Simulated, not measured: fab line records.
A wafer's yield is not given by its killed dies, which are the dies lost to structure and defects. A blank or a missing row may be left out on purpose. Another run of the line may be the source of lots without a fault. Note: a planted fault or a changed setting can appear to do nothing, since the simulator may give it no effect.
Comparing a struck lot with a sound one / flow sky130 / 19 steps out of a route of 708
Sound: wafers L178.1, L178.5, L178.6. Wafers L182.1, L182.2, L182.6 were the ones struck. The cause is named last.
At each step with rows: each side's tool, then ch and its chambers, then its first start. Under that, the readings that differ: sound wafers / struck wafers / difference of the means / sigmas: that difference in standard deviations of wafers without a fault.
alike: readings whose means differ by less than 2 such deviations, and words and numbers that are the same on both sides. not compared: withheld readings, readings that some wafer has no value for, bounds like >300 that may hide the same value, and numbers for which the record gives no deviation and whose values overlap.
Wherever a step has rows on one side only, a row that says differs or no value, or a row with sigmas, the two part there. Numbers that don't overlap but have no deviation are shown without sigmas and don't part them. Lack of a reading on every wafer of one side parts them only where that side has two or more wafers.

first, 3 steps without rows for these wafers: SKY_POLY_CUT_EXPOSE_05 (exposes mask NPCM, target cd 270 nm); SKY_POLY_CUT_PEB_06; SKY_POLY_CUT_DEVELOP_07 (develop time 60 s).
SKY_POLY_CUT_CD_MEAS_08 targets a cd of 270 nm.
  sound on cdSem-02 at day 25 01:35; struck on cdSem-01 at day 26 11:34
reading=cdNm (nm); sound=270.8 271.2 270.4; struck=266.7 266.2 267.0; difference=-4.2; sigmas=-2
SKY_POLY_CUT_OVL_MEAS_09:
  sound on overlay-02 at day 25 01:43; struck on overlay-01 at day 26 11:41
  alike: POLY_CUT_OVL
SKY_POLY_CUT_ETCH_10: etches BARC in N2/H2, stops on SiO2, time 45.9 s, target depth 60 nm.
  sound on rieDiel-01 ch 2,3, day 25 01:44; struck on rieDiel-01 ch 2,3, day 26 11:43
  alike: drypumpMotorCurrentA, n2FlowSccm, oesProductAu, throttleValvePct
  not compared: rfHoursCounterH
SKY_POLY_CUT_ETCH_11: etches Si3N4 in CF4/CH2F2/Ar, stops on poly-Si, time 42.5 s, target depth 60 nm.
  sound on rieDiel-01 ch 2,3, day 25 01:47; struck on rieDiel-01 ch 2,3, day 26 11:47
  alike: cf4FlowSccm, ch2f2FlowSccm, drypumpMotorCurrentA, oesProductAu, throttleValvePct
  not compared: rfHoursCounterH
SKY_POLY_CUT_STRIP_12: strips in O2/N2.
  sound on plasmaAsher-01 ch 0,1, day 25 01:49; struck on plasmaAsher-02 ch 0,1, day 26 11:50
  alike: drypumpMotorCurrentA, n2FlowSccm, oesProductAu, stripTimeToEndpointS
  not compared: rfHoursCounterH
then, 4 steps without rows for these wafers: SKY_SD_P_DEHYDRATE_00 (time 60 s); SKY_SD_P_HMDS_01 (prime time 60 s); SKY_SD_P_COAT_02 (resist thk 1140 nm); SKY_SD_P_SOFTBAKE_03 (time 60 s).
SKY_SD_P_EXPOSE_04: exposes mask PSDM, target cd 380 nm.
  sound on ilineStepper-01 ch 0, day 25 16:16; struck on ilineStepper-02 ch 0, day 27 02:23
reading=model.SD_P.overlayXNm (nm); sound=0.1927 0.1927 0.1927; struck=141.2 141.2 141.2; difference=+141.0; sigmas=
  alike: mask, focusOffsetNm
then, 2 steps without rows for these wafers: SKY_SD_P_PEB_05; SKY_SD_P_DEVELOP_06 (develop time 60 s).
SKY_SD_P_CD_MEAS_07 targets a cd of 380 nm.
  sound on cdSem-02 at day 26 07:01; struck on cdSem-02 at day 27 17:19
  alike: cdNm
SKY_SD_P_OVL_MEAS_08:
  sound on overlay-01 at day 26 07:08; struck on overlay-02 at day 27 17:26
reading=SD_P_OVL (nm); sound=-0.4 -0.4 1.4; struck=141.1 142.0 142.8; difference=+141.8; sigmas=+99 or more
next, for these wafers, 1 step has no rows: SKY_SD_P_IMPLANT_09.
-- the record jumps here: 20 days lie between the struck wafers' starts before and after (it left off in module SD_P and takes up again in module PAD_OPEN, whose first step shown is number 708 of the route) --
SKY_PAD_OPEN_PROBE_99:
  sound on prober-01 at day 46 18:50; struck on prober-01 at day 47 23:47
reading=killedAtFrontEnd; sound=13 19 27; struck=36 34 43; difference=+18; sigmas=+4
reading=model.etest.resPdiff.lineOhmUm; sound=1390 1380 1401; struck=1575 1558 1563; difference=+175; sigmas=
reading=model.etest.resHighPo.lineOhmUm; sound=749.7 746.9 724.5; struck=826.7 818.8 809.5; difference=+78.0; sigmas=
reading=model.etest.resHighPo.widthNm (nm); sound=350.6 350.6 346.5; struck=316.8 318.2 317.8; difference=-31.6; sigmas=
reading=model.etest.resPdiff.widthNm (nm); sound=142.2 142.6 142.1; struck=127.4 129.5 129; difference=-13.7; sigmas=
  alike: killed_at_M0_to_M3, killed_at_M4_up, killedAtContacts, killedAtOther, killedDies, killedOpen, killedShort

## WHERE THEY PART
First at SKY_POLY_CUT_CD_MEAS_08; last, within this record, at SKY_PAD_OPEN_PROBE_99.

WHY: whatever the simulator had introduced
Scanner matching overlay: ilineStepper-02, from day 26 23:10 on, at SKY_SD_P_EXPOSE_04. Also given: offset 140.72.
